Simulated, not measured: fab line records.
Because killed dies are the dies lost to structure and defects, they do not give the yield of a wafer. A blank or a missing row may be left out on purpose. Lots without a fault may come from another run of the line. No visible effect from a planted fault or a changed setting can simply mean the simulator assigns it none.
Problem report in the 8D (eight disciplines) form, filled by code | flow sky130 | the parts of the form that need people (team, actions taken, sign-off) are left out

## 1. THE ISSUE
A mean of 1157 W is read at SKY_METAL3_ETCH_17 for bias_w, taken on 1 wafer of 1 lot, against 1200 W (standard deviation 3.8) on wafers free of any fault. That is -11 standard deviations from the usual mean.
The step: etches SiO2 in C4F8/O2/Ar, stops on TiN, time 3.9 s, target depth 15 nm.
Earliest sighting: wafer L595.4 on rie_diel-02 at day 41 11:10. The record has a number at this step for 36 wafers belonging to 12 lots. Rule for "out", or "out of limits": more than 4 standard deviations from the usual mean. Any other wafer with a number is counted as sound.

## 2. WHAT IT IS AND WHAT IT IS NOT
question                    | is                | is not
which readings at this step | bias_w            | oes_product_au
which lots                  | L595              | L588, L590, L591, L592, L596, L598, L602, L604, L607, L608, L610
which wafers of those lots  | L595.4            | L595.2, L595.3
read on which tools         | rie_diel-02       | rie_diel-03, rie_diel-04
when                        | from day 41 11:10 | up to then (14 sound wafers); but 21 sound wafers of L596, L598, L602, L604, L607, L608, L610 came after

## 3. WHAT RULES OUT EACH SUSPECT
Counting: if a tool at a process step up to the reading ran every lot that is out, it stays a suspect. Sound lots after the first of them don't rule it out here, since some wafers of a struck lot are sound.
- pvd_sputter-01 at SKY_METAL3_SPUTTER_02 (material AlCu, target thk 735 nm, time 39.1 s): kept. L595, the lot that is out, went through it at day 39 09:06; up to then, the latest sound lot through it was L592 at day 37 14:38.
- rie_diel-02 at SKY_METAL3_ETCH_17 (etches SiO2 in C4F8/O2/Ar, stops on TiN, time 3.9 s, target depth 15 nm): kept. L595, the lot that is out, went through it at day 41 11:10; up to then, the latest sound lot through it was L592 at day 39 18:37. On those wafers its own readings are out: bias_w.
- At SKY_METAL3_ETCH_17, inside rie_diel-02: chamber 1 took the wafers that are out, while their sound lot-mates went through chambers 0, 2.
After counting, pvd_sputter-01 at SKY_METAL3_SPUTTER_02 and rie_diel-02 at SKY_METAL3_ETCH_17 remain.

## 4. THE CAUSE (what the simulator had put in)
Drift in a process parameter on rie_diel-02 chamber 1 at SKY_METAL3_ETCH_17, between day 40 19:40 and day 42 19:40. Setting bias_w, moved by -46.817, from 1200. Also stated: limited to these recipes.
Counting left 2 suspects, and this tool is among them.

## 5. THE EFFECT CHAIN, in route order
Each row: a reading whose mean over the struck wafers that have a number lies more than 3 standard deviations from the usual. Readings are gone through only where the record gives a usual standard deviation; hours: the median, over the lots, of the time from a lot's start at the first step in this table giving one to that lot's start at this step; sigmas: the change measured in usual standard deviations.
hours | step               | reading | usual  | on struck wafers | change | sigmas
0     | SKY_METAL3_ETCH_17 | bias_w  | 1200 W | 1157             | -43    | -11
The process steps in it:
- SKY_METAL3_ETCH_17: etches SiO2 in C4F8/O2/Ar, stops on TiN, time 3.9 s, target depth 15 nm.
Later measuring or inspecting steps at which every struck wafer that the step has a row for has a number for every such reading, and none has moved that far: SKY_VIA3_THK_MEAS_01.

## 6. WHAT WOULD HAVE CAUGHT IT SOONER
In this record the first reading out of limits was taken at day 41 11:10, 16 hours after the fault began at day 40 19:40.
